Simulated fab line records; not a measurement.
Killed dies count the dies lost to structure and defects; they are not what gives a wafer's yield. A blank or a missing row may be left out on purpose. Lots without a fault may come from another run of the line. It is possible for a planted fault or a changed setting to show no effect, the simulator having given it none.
Check for tools in common + flow sky130 + Lots sampled 11, wafers sampled 33

== THE REASON FOR OPENING IT ==
3 of 11 lots carry a flag on the reading VIA1_W_RS at SKY_VIA1_RS_MEAS_22. Fault-free wafers read 0.427 ohm/sq, with a standard deviation of 0.0045.
Rule: a lot gets a flag if all its wafers with a number sit over 4 standard deviations from that mean, or if no wafer of it has a number. The rest of the lots are taken to be sound.

| lot  | measured     | on            | VIA1_W_RS (ohm/sq), wafer by wafer | flag    |
|------|--------------|---------------|------------------------------------|---------|
| L168 | day 34 00:52 | film_metro-01 | 0.428 0.431 0.431                  |         |
| L169 | day 34 10:07 | film_metro-02 | 0.419 0.427 0.420                  |         |
| L171 | day 35 04:30 | film_metro-01 | 0.427 0.421 0.424                  |         |
| L173 | day 35 05:07 | film_metro-03 | 0.433 0.431 0.438                  |         |
| L179 | day 37 13:26 | film_metro-01 | 0.425 0.425 0.426                  |         |
| L180 | day 37 20:38 | film_metro-01 | 0.394 0.388 0.392                  | FLAGGED |
| L181 | day 38 01:26 | film_metro-03 | 0.396 0.394 0.396                  | FLAGGED |
| L182 | day 38 12:56 | film_metro-03 | 0.400 0.401 0.397                  | FLAGGED |
| L184 | day 38 19:17 | film_metro-02 | 0.429 0.427 0.429                  |         |
| L189 | day 40 14:19 | film_metro-02 | 0.419 0.419 0.428                  |         |
| L190 | day 40 16:34 | film_metro-02 | 0.431 0.431 0.426                  |         |
The mean of the flagged lots' numbers is 0.395 ohm/sq, -0.032 ohm/sq from the usual (-7 standard deviations).

== EACH LOT AND THE TOOL IT RAN ON ==
The record holds 2 process steps before the reading, out of a route of 708 steps. Read each cell as the tool, then ch plus the chambers that the sampled wafers visited, then the start.
| lot  | flag    | SKY_METAL1_SPUTTER_03        | SKY_VIA1_CVD_21               |
|------|---------|------------------------------|-------------------------------|
| L168 |         | pvd_sputter-03, day 31 17:02 | cvd_w-02 ch 0,1, day 34 00:46 |
| L169 |         | pvd_sputter-01, day 32 03:05 | cvd_w-01 ch 0,1, day 34 10:01 |
| L171 |         | pvd_sputter-04, day 32 22:26 | cvd_w-01 ch 0,1, day 35 04:23 |
| L173 |         | pvd_sputter-01, day 32 22:29 | cvd_w-02 ch 0,1, day 35 05:01 |
| L179 |         | pvd_sputter-01, day 35 06:46 | cvd_w-02 ch 0,1, day 37 13:19 |
| L180 | FLAGGED | pvd_sputter-04, day 35 14:37 | cvd_w-02 ch 1, day 37 20:28   |
| L181 | FLAGGED | pvd_sputter-01, day 35 18:41 | cvd_w-02 ch 1, day 38 01:15   |
| L182 | FLAGGED | pvd_sputter-01, day 36 05:40 | cvd_w-02 ch 0,1, day 38 12:50 |
| L184 |         | pvd_sputter-03, day 36 12:37 | cvd_w-01 ch 0,1, day 38 19:12 |
| L189 |         | pvd_sputter-03, day 38 09:26 | cvd_w-01 ch 0,1, day 40 14:14 |
| L190 |         | pvd_sputter-03, day 38 12:02 | cvd_w-01 ch 0,1, day 40 16:29 |
What these steps do:
- SKY_METAL1_SPUTTER_03: material Ti, target thk 5 nm, time 3.3 s.
- SKY_VIA1_CVD_21: deposits W, target thk 270 nm, time 80.902 s.
- SKY_VIA1_RS_MEAS_22: measures by four-point-probe.

== FLAGGED OVER TOTAL, TOOL BY TOOL (the gauges that took the reading come last) ==
| step                  | tool           | lots run | flagged | share of the flagged lots | sound lots run after its first flagged lot |
|-----------------------|----------------|----------|---------|---------------------------|--------------------------------------------|
| SKY_METAL1_SPUTTER_03 | pvd_sputter-01 | 5        | 2       | some                      | 0                                          |
| SKY_METAL1_SPUTTER_03 | pvd_sputter-03 | 4        | 0       | none                      | -                                          |
| SKY_METAL1_SPUTTER_03 | pvd_sputter-04 | 2        | 1       | some                      | 0                                          |
| SKY_VIA1_CVD_21       | cvd_w-01       | 5        | 0       | none                      | -                                          |
| SKY_VIA1_CVD_21       | cvd_w-02       | 6        | 3       | all                       | 0                                          |
| SKY_VIA1_RS_MEAS_22   | film_metro-01  | 4        | 1       | some                      | 0                                          |
| SKY_VIA1_RS_MEAS_22   | film_metro-02  | 4        | 0       | none                      | -                                          |
| SKY_VIA1_RS_MEAS_22   | film_metro-03  | 3        | 2       | some                      | 0                                          |

== WHAT IS ALLOWED BY THE TABLE ==
All flagged lots share 1 row of the table, namely cvd_w-02 at SKY_VIA1_CVD_21.
- cvd_w-02 at SKY_VIA1_CVD_21 ran 6 lots, 3 of them flagged. Last sound lot L179 at day 37 13:19, first flagged lot L180 at day 37 20:28; a fault beginning in between fits. Its own readings lie more than 4 standard deviations out on every wafer of the flagged lots: chamber_pressure_Torr.
What remains is a single tool, cvd_w-02 at SKY_VIA1_CVD_21.

== WHAT HAD BEEN PUT IN BY THE SIMULATOR ==
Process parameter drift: cvd_w-02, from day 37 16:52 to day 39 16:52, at SKY_VIA1_CVD_21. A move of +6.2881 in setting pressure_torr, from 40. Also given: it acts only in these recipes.
Shown lots that were struck: L180, L181, L182. Same finding as the rule above.
